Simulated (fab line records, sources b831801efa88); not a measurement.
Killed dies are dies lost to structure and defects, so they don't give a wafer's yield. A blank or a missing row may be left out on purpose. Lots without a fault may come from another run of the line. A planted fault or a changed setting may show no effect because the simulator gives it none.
Chamber matching | flow sky130 | SKY_VIA3_ETCH_14 on rie_diel-02: 4 sister chambers
The step etches BARC in N2/H2, stops on SiO2, time 45.9 s, target depth 60 nm. 4 wafers are shown with their chamber, then 12 later ones without.

WAFERS WITH THEIR CHAMBER
wafer  | chamber | drypump_motor_current_A (A)
L078.1 | 2       | 5.0
L078.3 | 1       | 5.9
L087.2 | 3       | 5.7
L087.4 | 0       | 6.5

WAFERS WITHOUT THEIR CHAMBER
wafer  | drypump_motor_current_A (A)
L088.2 | 6.6
L088.3 | 5.7
L088.4 | 6.5
L091.1 | 5.9
L091.5 | 5.0
L091.6 | 6.0
L094.4 | 5.9
L094.5 | 5.7
L094.6 | 6.6
L097.1 | 5.0
L097.4 | 5.7
L097.5 | 5.0

WHICH CHAMBER EACH WENT THROUGH
wafer  | from the rows above | in truth
L088.2 | 0                   | 0
L088.3 | 3                   | 3
L088.4 | 0                   | 0
L091.1 | 1                   | 1
L091.5 | 2                   | 2
L091.6 | 1                   | 1
L094.4 | 1                   | 1
L094.5 | 3                   | 3
L094.6 | 0                   | 0
L097.1 | 2                   | 2
L097.4 | 3                   | 3
L097.5 | 2                   | 2
Placed correctly: 12 of 12. Can't be placed from these rows: 0. Placed wrongly: 0.
How it was worked out, from the rows above alone: a wafer's distance from a chamber is the root of the sum, over the readings, of the square of ((its reading less the chamber's mean) divided by the reading's scatter). The wafer belongs to the nearest chamber; if the next one is less than 2 further off, it can't be placed. A chamber's mean is the mean of its shown wafers. The scatter: with one shown wafer a chamber, the root of the mean of the squares of how far each hidden wafer lies from its nearest shown one.
